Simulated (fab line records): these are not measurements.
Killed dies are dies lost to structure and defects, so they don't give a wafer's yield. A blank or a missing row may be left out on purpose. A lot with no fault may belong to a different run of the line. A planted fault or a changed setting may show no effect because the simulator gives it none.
fab line records -- flow sky130
[record] lots = 6, wafers = 18, last_day = 50
route steps=708 shown LOCAL_INTERCONNECT@398 CONTACT@406 PAD_OPEN@708
lots with no fault: from the same line, run without faults
start_h: hours from the record's first day to the start of the lot's first wafer shown -- wait_h: hours since the lot's step before -- " the same as in the row above -- L1.1+2: one row covering several wafers at once -- - no value, or no start was given -- * or withheld: withheld -- < > ~ a bound
route shown NAME@n: NAME is a module with steps in the file, n the number in the route of the first one -- usual: mean and standard deviation over wafers with no fault -- same: alike in all rows -- chamber/n: place in a boat -- sites: each site's reading -- _std_site: the values' standard deviation -- _edge_site: inner sites' mean taken away from outer sites' mean -- radius_mm: how far each site lies from the wafer's centre -- mask NAME#n: copy n -- behind: the tool/chamber that last shaped the wafer -- hold: why the lot was held/for how many hours/how that ended -- device: transistor that didn't switch, given as n, p or np -- end of line: the same wafers' tests at the end of the route -- a step without rows: its recipe alone -- killed: at the first sort, the dies lost to defects and structure; wafer yield is something else -- map: a wafer's dies, marking killed ones x, the rest . and places with no die _
set.NAME: the run value of the setting; set.NAME@STEP: its run value at that earlier step -- model.NAME: the simulator's own value behind a step, which no gauge read
lots seen at some steps along the route; tables by step, rows by wafer
services: the hour from which a tool's chamber was out of use, counted from the record's first day as start_h (under 0 if before that day), plus the number of hours and why
[[steps]]
[step SKY_LOCAL_INTERCONNECT_CD_MEAS_11]
[recipe] target_cd_nm = 170
[usual] cd_nm = 169.8/1.6
lot.wafer,tool,chamber,start_h,wait_h,cd_nm
L989.1,cd_sem-01,-,737.21,-,170.7
L989.4,cd_sem-01,-,737.21,-,170.5
L989.6,cd_sem-01,-,737.21,-,170.7
L992.3,cd_sem-01,-,783.42,-,169.7
L992.4,cd_sem-01,-,783.42,-,168.3
L992.6,cd_sem-01,-,783.42,-,167.5
L102.1,cd_sem-02,-,837.26,-,169.1
L102.3,cd_sem-02,-,837.26,-,168.8
L102.6,cd_sem-02,-,837.26,-,168.3
L103.1,cd_sem-02,-,841.08,-,170.6
L103.2,cd_sem-02,-,841.08,-,169.9
L103.5,cd_sem-02,-,841.08,-,169.5
L106.1,cd_sem-02,-,865.51,-,169.3
L106.2,cd_sem-02,-,865.51,-,168.4
L106.6,cd_sem-02,-,865.51,-,171.1
L108.1,cd_sem-02,-,886.91,-,172.4
L108.3,cd_sem-02,-,886.91,-,172.0
L108.4,cd_sem-02,-,886.91,-,171.5
[step SKY_LOCAL_INTERCONNECT_OVL_MEAS_12]
[usual] LOCAL_INTERCONNECT_OVL = -4/4.4
lot.wafer,tool,chamber,start_h,wait_h,LOCAL_INTERCONNECT_OVL[nm]
L989.1,overlay-01,-,737.33,0.1,-6
L989.4,overlay-01,-,737.33,0.1,-6
L989.6,overlay-01,-,737.33,0.1,-7
L992.3,overlay-01,-,783.51,0.1,4
L992.4,overlay-01,-,783.51,0.1,2
L992.6,overlay-01,-,783.51,0.1,2
L102.1,overlay-02,-,837.38,0.1,-4
L102.3,overlay-02,-,837.38,0.1,-6
L102.6,overlay-02,-,837.38,0.1,3
L103.1,overlay-01,-,841.20,0.1,0
L103.2,overlay-01,-,841.20,0.1,-11
L103.5,overlay-01,-,841.20,0.1,-1
L106.1,overlay-02,-,865.63,0.1,-7
L106.2,overlay-02,-,865.63,0.1,-11
L106.6,overlay-02,-,865.63,0.1,-9
L108.1,overlay-02,-,887.03,0.1,3
L108.3,overlay-02,-,887.03,0.1,-2
L108.4,overlay-02,-,887.03,0.1,-6
[step SKY_LOCAL_INTERCONNECT_ETCH_13]
[recipe] chemistry = N2/H2, target = BARC, ion_energy_ev = 200, bias_w = 100, pressure_mtorr = 30, n2_flow_sccm = 100, h2_flow_sccm = 200, icp_w = 500, stop_on = SiO2, time_s = 45.9, target_depth_a = 600
[usual] drypump_motor_current_A = 6.1/0.44, oes_product_au = 0.854/0.0044, throttle_valve_pct = 13.224/0.0097
lot.wafer,tool,chamber,start_h,wait_h,drypump_motor_current_A,oes_product_au,rf_hours_counter_h,throttle_valve_pct
L989.1,rie_metal-02,1,737.37,0.0,6.2,0.857,9,13.214
L989.4,rie_metal-02,1,737.37,0.0,6.1,0.849,-,13.225
L989.6,rie_metal-02,1,737.37,0.0,6.1,0.850,-,13.222
L992.3,rie_metal-02,1,783.56,0.0,6.1,0.847,-,13.230
L992.4,rie_metal-02,0,783.56,0.0,6.4,0.853,-,13.220
L992.6,rie_metal-02,0,783.56,0.0,6.4,0.849,-,13.222
L102.1,rie_metal-04,0,837.42,0.0,5.9,0.856,16,13.234
L102.3,rie_metal-04,1,837.42,0.0,6.6,0.856,-,13.212
L102.6,rie_metal-04,1,837.42,0.0,6.5,0.853,-,13.213
L103.1,rie_metal-02,0,841.24,0.0,6.4,0.853,8,13.243
L103.2,rie_metal-02,1,841.24,0.0,6.1,0.851,13,13.226
L103.5,rie_metal-02,1,841.24,0.0,6.1,0.849,-,13.216
L106.1,rie_metal-01,0,865.67,0.0,5.9,0.846,5,13.211
L106.2,rie_metal-01,1,865.67,0.0,5.2,0.851,2,13.232
L106.6,rie_metal-01,1,865.67,0.0,5.2,0.852,-,13.221
L108.1,rie_metal-04,1,887.07,0.0,6.5,0.848,19,13.214
L108.3,rie_metal-04,1,887.07,0.0,6.5,0.864,-,13.224
L108.4,rie_metal-04,1,887.07,0.0,6.5,0.853,-,13.234
[step SKY_LOCAL_INTERCONNECT_METAL_ETCH_14]
[recipe] target_depth_nm = 110, stop_on = PSG, chemistry = Cl2/BCl3, target = TiN, resist_sidewall_deg = 88, pressure_mtorr = 10, icp_w = 900, bias_w = 48.5, Cl2_flow_sccm = 60, bcl3_flow_sccm = 30, time_s = 31.4
[usual] drypump_motor_current_A = 6.0/0.44, oes_product_au = 0.942/0.0072, throttle_valve_pct = 21.902/0.0095
lot.wafer,tool,chamber,start_h,wait_h,drypump_motor_current_A,oes_product_au,rf_hours_counter_h,throttle_valve_pct
L989.1,rie_metal-02,1,737.43,0.0,6.1,0.947,9,21.910
L989.4,rie_metal-02,1,737.43,0.0,6.1,0.940,-,21.905
L989.6,rie_metal-02,1,737.43,0.0,6.1,0.937,-,21.888
L992.3,rie_metal-02,1,783.62,0.0,6.1,0.944,-,21.904
L992.4,rie_metal-02,0,783.62,0.0,6.4,0.958,-,21.908
L992.6,rie_metal-02,0,783.62,0.0,6.4,0.962,-,21.904
L102.1,rie_metal-04,0,837.48,0.0,5.9,0.943,16,21.897
L102.3,rie_metal-04,1,837.48,0.0,6.5,0.939,-,21.899
L102.6,rie_metal-04,1,837.48,0.0,6.5,0.933,-,21.882
L103.1,rie_metal-02,0,841.30,0.0,6.4,0.941,8,21.908
L103.2,rie_metal-02,1,841.30,0.0,6.1,0.934,13,21.913
L103.5,rie_metal-02,1,841.30,0.0,6.1,0.939,-,21.911
L106.1,rie_metal-01,0,865.73,0.0,5.8,0.944,5,21.901
L106.2,rie_metal-01,1,865.73,0.0,5.2,0.932,2,21.908
L106.6,rie_metal-01,1,865.73,0.0,5.2,0.926,-,21.901
L108.1,rie_metal-04,1,887.20,0.1,6.5,0.930,19,21.908
L108.3,rie_metal-04,1,887.20,0.1,6.5,0.939,-,21.894
L108.4,rie_metal-04,1,887.20,0.1,6.5,0.943,-,21.897
[step SKY_LOCAL_INTERCONNECT_STRIP_15]
[recipe] chemistry = O2/N2, power_w = 1400, pressure_mtorr = 1500, platen_temp_c = withheld, o2_flow_sccm = 3000, n2_flow_sccm = 300, overash_fraction = 0.5
[usual] drypump_motor_current_A = 5.5/0.43, oes_product_au = 0.427/0.0045, strip_time_to_endpoint_s = 4.716/0.019
lot.wafer,tool,chamber,start_h,wait_h,drypump_motor_current_A,oes_product_au,rf_hours_counter_h,strip_time_to_endpoint_s
L989.1,plasma_asher-04,1,737.48,0.0,6.1,0.428,93,4.765
L989.4,plasma_asher-04,0,737.48,0.0,6.1,0.432,-,4.725
L989.6,plasma_asher-04,0,737.48,0.0,6.1,0.423,-,4.724
L992.3,plasma_asher-02,1,783.68,0.1,5.4,0.428,-,4.707
L992.4,plasma_asher-02,0,783.68,0.1,5.1,0.428,-,4.700
L992.6,plasma_asher-02,1,783.68,0.1,5.4,0.430,-,4.710
L102.1,plasma_asher-01,1,837.53,0.0,5.0,0.431,10,4.687
L102.3,plasma_asher-01,1,837.53,0.0,4.9,0.429,-,4.708
L102.6,plasma_asher-01,0,837.53,0.0,5.7,0.426,-,4.712
L103.1,plasma_asher-02,0,841.35,0.0,5.1,0.427,39,4.706
L103.2,plasma_asher-02,1,841.35,0.0,5.4,0.434,39,4.717
L103.5,plasma_asher-02,1,841.35,0.0,5.3,0.426,-,4.692
L106.1,plasma_asher-02,1,865.78,0.0,5.4,0.427,42,4.690
L106.2,plasma_asher-02,0,865.78,0.0,5.1,0.422,42,4.700
L106.6,plasma_asher-02,0,865.78,0.0,5.1,0.424,-,4.690
L108.1,plasma_asher-04,1,887.30,0.1,6.2,0.430,105,4.726
L108.3,plasma_asher-04,1,887.30,0.1,6.2,0.424,-,4.736
L108.4,plasma_asher-04,0,887.30,0.1,6.1,0.426,-,4.732
[step SKY_LOCAL_INTERCONNECT_STRIP_16]
[recipe] chemistry = post_etch_residue_remover, time_s = 1200, temp_c = 72.5
[step SKY_LOCAL_INTERCONNECT_CLEAN_17]
[recipe] chemistry = IPA, time_s = 180, temp_c = 25
[step SKY_LOCAL_INTERCONNECT_CLEAN_18]
[recipe] chemistry = O3/DIW, dry = n2_spin
[step SKY_CONTACT_CVD_00]
[recipe] material = Si3N4, target_thk_nm = 75, temp_c = 400, time_s = withheld, rf_w = 450
[usual] heater_power_w = 741/120
lot.wafer,tool,chamber,start_h,wait_h,heater_power_w
L989.1,pecvd-02,0,738.08,0.0,684
L989.4,pecvd-02,0,738.08,0.0,732
L989.6,pecvd-02,2,738.08,0.0,784
L992.3,pecvd-02,1,784.29,0.0,775
L992.4,pecvd-02,1,784.29,0.0,788
L992.6,pecvd-02,2,784.29,0.0,828
L102.1,pecvd-02,0,838.13,0.0,653
L102.3,pecvd-02,0,838.13,0.0,653
L102.6,pecvd-02,0,838.13,0.0,676
L103.1,pecvd-01,2,841.95,0.0,628
L103.2,pecvd-01,0,841.95,0.0,1107
L103.5,pecvd-01,1,841.95,0.0,649
L106.1,pecvd-04,1,866.42,0.0,770
L106.2,pecvd-04,0,866.42,0.0,750
L106.6,pecvd-04,0,866.42,0.0,779
L108.1,pecvd-02,2,887.89,0.0,773
L108.3,pecvd-02,0,887.89,0.0,659
L108.4,pecvd-02,1,887.89,0.0,730
[step SKY_CONTACT_THK_MEAS_01]
[recipe] reads = Si3N4_of_CONTACT_CVD_00
[usual] CONTACT_CVD_00_THK = 74.8/0.9
lot.wafer,tool,chamber,start_h,wait_h,CONTACT_CVD_00_THK[nm]
L989.1,film_metro-02,-,738.11,-,74.5
L989.4,film_metro-02,-,738.11,-,75.8
L989.6,film_metro-02,-,738.11,-,75.7
L992.3,film_metro-02,-,784.34,-,74.4
L992.4,film_metro-02,-,784.34,-,74.3
L992.6,film_metro-02,-,784.34,-,75.0
L102.1,film_metro-03,-,838.18,-,73.4
L102.3,film_metro-03,-,838.18,-,75.1
L102.6,film_metro-03,-,838.18,-,74.4
L103.1,film_metro-03,-,841.98,-,75.7
L103.2,film_metro-03,-,841.98,-,74.7
L103.5,film_metro-03,-,841.98,-,75.8
L106.1,film_metro-02,-,866.45,-,73.9
L106.2,film_metro-02,-,866.45,-,74.9
L106.6,film_metro-02,-,866.45,-,75.2
L108.1,film_metro-02,-,887.92,-,73.5
L108.3,film_metro-02,-,887.92,-,74.3
L108.4,film_metro-02,-,887.92,-,75.2
[step SKY_CONTACT_HDPCVD_02]
[recipe] material = SiO2, target_thk_nm = 565, sigma_open_frac = 0.3, time_s = 94.2, temp_c = 600, sih4_flow_sccm = 60, pressure_mtorr = 6
[step SKY_CONTACT_THK_MEAS_03]
[recipe] reads = SiO2_of_CONTACT_HDPCVD_02
[usual] CONTACT_HDPCVD_THK = 566/5.2
lot.wafer,tool,chamber,start_h,wait_h,CONTACT_HDPCVD_THK[nm]
L989.1,film_metro-02,-,738.24,0.0,562
L989.4,film_metro-02,-,738.24,0.0,564
L989.6,film_metro-02,-,738.24,0.0,561
L992.3,film_metro-03,-,784.47,0.1,575
L992.4,film_metro-03,-,784.47,0.1,573
L992.6,film_metro-03,-,784.47,0.1,565
L102.1,film_metro-04,-,838.31,0.0,575
L102.3,film_metro-04,-,838.31,0.0,564
L102.6,film_metro-04,-,838.31,0.0,565
L103.1,film_metro-04,-,842.11,0.0,564
L103.2,film_metro-04,-,842.11,0.0,567
L103.5,film_metro-04,-,842.11,0.0,559
L106.1,film_metro-04,-,866.58,0.0,568
L106.2,film_metro-04,-,866.58,0.0,566
L106.6,film_metro-04,-,866.58,0.0,568
L108.1,film_metro-04,-,888.05,0.0,572
L108.3,film_metro-04,-,888.05,0.0,578
L108.4,film_metro-04,-,888.05,0.0,563
[step SKY_CONTACT_CMP_04]
[recipe] material = SiO2, down_force_psi = 4, platen_rpm = 60, pad_velocity_m_s = 0.94248
[usual] head_pressure_psi = 4.001/0.0093, motor_current_A = 13.0/2.1, time_to_endpoint_s = 82/3.3
lot.wafer,tool,chamber,start_h,wait_h,head_pressure_psi,motor_current_A,time_to_endpoint_s
L989.4,cmp-01,0,738.30,0.0,3.995,9.9,83
L989.1,cmp-01,3,738.30,0.0,4.007,12.6,81
L989.6,cmp-01,1,738.30,0.0,4.018,9.9,84
L992.4,cmp-02,3,784.61,0.1,4.013,12.6,83
L992.3,cmp-02,0,784.61,0.1,3.995,13.9,82
L992.6,cmp-02,1,784.61,0.1,3.988,11.2,82
L102.1,cmp-01,2,838.37,0.1,4.151,16.6,85
L102.3,cmp-01,1,838.37,0.1,4.145,11.1,76
L102.6,cmp-01,3,838.37,0.1,4.152,12.3,80
L103.1,cmp-01,2,842.17,0.1,4.139,16.1,79
L103.2,cmp-01,1,842.17,0.1,4.160,10.3,76
L103.5,cmp-01,3,842.17,0.1,4.161,13.2,76
L106.1,cmp-02,0,866.64,0.1,4.015,13.2,81
L106.2,cmp-02,3,866.64,0.1,3.998,13.3,80
L106.6,cmp-02,0,866.64,0.1,4.003,13.5,82
L108.1,cmp-02,2,888.16,0.1,3.999,15.5,85
L108.3,cmp-02,3,888.16,0.1,4.002,13.2,85
L108.4,cmp-02,0,888.16,0.1,4.002,13.4,81
[step SKY_CONTACT_BOW_MEAS_05]
[recipe] mode = bow
[usual] CONTACT_BOW = 83/7.8
lot.wafer,tool,chamber,start_h,wait_h,CONTACT_BOW[um]
L989.1,film_metro-02,-,738.62,0.1,88
L989.4,film_metro-02,-,738.62,0.1,97
L989.6,film_metro-02,-,738.62,0.1,80
L992.3,film_metro-04,-,784.85,0.1,71
L992.4,film_metro-04,-,784.85,0.1,88
L992.6,film_metro-04,-,784.85,0.1,72
L102.1,film_metro-02,-,838.67,0.2,86
L102.3,film_metro-02,-,838.67,0.2,91
L102.6,film_metro-02,-,838.67,0.2,99
L103.1,film_metro-03,-,842.47,0.2,94
L103.2,film_metro-03,-,842.47,0.2,83
L103.5,film_metro-03,-,842.47,0.2,76
L106.1,film_metro-02,-,866.94,0.2,81
L106.2,film_metro-02,-,866.94,0.2,98
L106.6,film_metro-02,-,866.94,0.2,80
L108.1,film_metro-02,-,888.41,0.2,90
L108.3,film_metro-02,-,888.41,0.2,78
L108.4,film_metro-02,-,888.41,0.2,83
[step SKY_PAD_OPEN_PROBE_99]
[usual] killed_at_M0_to_M3 = 44/7.4, killed_at_M4_up = 3.2/2, killed_at_contacts = 24/5.1, killed_at_front_end = 15/4.8, killed_at_other = 0.2/0.46, killed_dies = 86/10, killed_open = 47/7.5, killed_short = 39/7
[same] gross_dies = 492, killed_at_back_side = 0
lot.wafer,tool,chamber,start_h,wait_h,killed_at_M0_to_M3,killed_at_M4_up,killed_at_contacts,killed_at_front_end,killed_at_other,killed_dies,killed_open,killed_short
L989.1,prober-02,-,1096.85,0.1,49,0,22,17,0,88,53,35
L989.4,prober-02,-,1097.00,0.2,38,0,17,12,1,68,36,32
L989.6,prober-02,-,1097.10,0.2,55,3,24,14,0,96,58,38
L992.3,prober-01,-,1133.89,0.2,37,9,20,20,0,86,46,40
L992.4,prober-01,-,1133.94,0.2,38,3,23,20,0,84,44,40
L992.6,prober-01,-,1134.04,0.2,34,6,19,7,0,66,35,31
L106.1,prober-02,-,1191.32,0.1,42,4,30,23,0,99,53,46
L106.2,prober-02,-,1191.37,0.1,38,4,22,25,0,89,52,37
L106.6,prober-02,-,1191.57,0.2,40,3,23,22,0,88,47,41
L108.1,prober-02,-,1211.83,0.1,38,3,13,12,1,67,36,31
L108.3,prober-02,-,1211.93,0.2,57,4,23,12,1,97,53,44
L108.4,prober-02,-,1211.98,0.2,38,4,19,12,0,73,35,38
// killed by level:class
L989.1 VIA1:geometric_particle:open=17 CONTACT:geometric_particle:open=7 METAL1:geometric_particle:short=7 LI_CONTACT:geometric_particle:open=6 VIA3:geometric_particle:open=6 CONTACT:geometric_particle:short=6 FIELD_ISO:geometric_particle:open=5 VIA1:geometric_particle:short=4
L989.4 VIA1:geometric_particle:short=8 CONTACT:geometric_particle:open=6 VIA2:geometric_particle:open=6 VIA1:geometric_particle:open=5 VIA3:geometric_particle:open=5 METAL2:geometric_particle:short=4 FIELD_ISO:geometric_particle:open=3 POLY_GATE:geometric_particle:short=3
L989.6 VIA2:geometric_particle:open=14 CONTACT:geometric_particle:open=11 VIA1:geometric_particle:open=9 METAL1:geometric_particle:short=7 VIA3:geometric_particle:open=7 POLY_GATE:geometric_particle:open=6 METAL2:geometric_particle:short=5 LOCAL_INTERCONNECT:geometric_particle:short=4
L992.3 VIA1:geometric_particle:open=7 LI_CONTACT:geometric_particle:open=7 METAL4:geometric_particle:short=7 POLY_GATE:geometric_particle:open=6 VIA3:geometric_particle:open=6 FIELD_ISO:geometric_particle:open=5 VIA2:geometric_particle:open=5 CONTACT:geometric_particle:short=4
L992.4 FIELD_ISO:geometric_particle:open=10 VIA1:geometric_particle:open=7 CONTACT:geometric_particle:short=6 VIA2:geometric_particle:open=6 VIA3:geometric_particle:open=6 LOCAL_INTERCONNECT:geometric_particle:short=5 CONTACT:geometric_particle:open=5 METAL1:geometric_particle:short=5
L992.6 VIA1:geometric_particle:open=8 VIA2:geometric_particle:open=8 CONTACT:geometric_particle:open=5 METAL1:geometric_particle:short=5 METAL4:geometric_particle:short=4 LI_CONTACT:geometric_particle:open=3 LI_CONTACT:geometric_particle:short=3 LOCAL_INTERCONNECT:geometric_particle:short=3
L106.1 VIA1:geometric_particle:open=13 CONTACT:geometric_particle:open=8 VIA3:geometric_particle:open=8 CONTACT:geometric_particle:short=7 FIELD_ISO:geometric_particle:short=6 LOCAL_INTERCONNECT:geometric_particle:short=6 FIELD_ISO:geometric_particle:open=5 VIA2:geometric_particle:open=5
L106.2 VIA1:geometric_particle:open=12 LI_CONTACT:geometric_particle:open=9 FIELD_ISO:geometric_particle:short=8 CONTACT:geometric_particle:open=6 FIELD_ISO:geometric_particle:open=5 VIA3:geometric_particle:open=5 POLY_GATE:geometric_particle:short=4 VIA2:geometric_particle:open=4
L106.6 LI_CONTACT:geometric_particle:open=12 VIA1:geometric_particle:open=12 POLY_GATE:geometric_particle:short=8 METAL2:geometric_particle:short=8 FIELD_ISO:geometric_particle:open=5 FIELD_ISO:geometric_particle:short=4 CONTACT:geometric_particle:open=4 VIA3:geometric_particle:open=4
L108.1 VIA1:geometric_particle:open=9 CONTACT:geometric_particle:open=7 METAL1:geometric_particle:short=6 VIA3:geometric_particle:open=6 METAL2:geometric_particle:short=5 VIA2:geometric_particle:open=5 POLY_GATE:geometric_particle:open=4 POLY_GATE:geometric_particle:short=3
L108.3 VIA1:geometric_particle:open=14 VIA3:geometric_particle:short=8 METAL2:geometric_particle:short=7 VIA3:geometric_particle:open=7 CONTACT:geometric_particle:open=6 LI_CONTACT:geometric_particle:open=5 CONTACT:geometric_particle:short=5 METAL1:geometric_particle:open=5
L108.4 METAL1:geometric_particle:short=6 VIA1:geometric_particle:open=6 CONTACT:geometric_particle:short=6 CONTACT:geometric_particle:open=6 VIA1:geometric_particle:short=6 VIA3:geometric_particle:open=6 METAL2:geometric_particle:short=5 FIELD_ISO:geometric_particle:open=4
[[services]]
tool,chamber,start_h,hours,kind
rie_metal-01,0,716.41,-,clean
cmp-01,-,730.36,4.1,pm
plasma_asher-01,-,733.75,9.0,pm
pecvd-01,-,736.40,0.4,repair
cmp-02,-,744.00,4.0,pm
cmp-02,-,748.00,-,consumable_replace:conditioner
cmp-02,-,748.00,-,consumable_replace:pad
rie_metal-04,-,750.18,0.9,repair
cmp-01,-,768.11,5.6,pm
cmp-01,-,779.00,8.9,pm
pecvd-01,-,783.16,18.0,repair
cmp-01,-,790.10,0.9,repair
plasma_asher-04,-,791.32,0.8,repair
cmp-01,-,803.22,0.5,repair
pecvd-02,2,811.55,20.1,repair
plasma_asher-04,-,829.35,28.1,pm
pecvd-02,1,831.63,-,clean
pecvd-02,1,831.63,-,consumable_replace:showerhead
pecvd-02,1,831.63,29.0,scheduled_down
pecvd-02,1,831.63,29.0,vent_cycle
cmp-02,-,834.17,6.7,pm
cmp-02,-,842.16,1.8,repair
rie_metal-04,0,870.25,25.8,repair
pecvd-01,1,887.70,1.8,repair
[[key]]
[first_sign] step = SKY_CONTACT_CMP_04, reading = head_pressure_psi, direction = up, sigmas = 16, usual = 4.001, struck = 4.151
effect none on later readings
met_at SKY_CONTACT_CMP_04
struck_wafers L102.1,L102.3,L102.6,L103.1,L103.2,L103.5
tester_left_out L102,L103
onset_between 738.30 838.37
[fault] kind = process_parameter_drift, tool = cmp-01, chamber = -, onset_h = 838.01, steps = SKY_CONTACT_CMP_04, channel = down_force_psi, offset = 0.15333, shape = step, end_h = 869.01, acts_in = these_recipes_only, stated = 4
// tester_left_out: of these lots the tester's yield and bins aren't shown, on N5 and GAA mostly nor the transistor test; their killed dies are dies lost to structure and defects alone, not to doping, threshold or leakage, so they don't give the yield
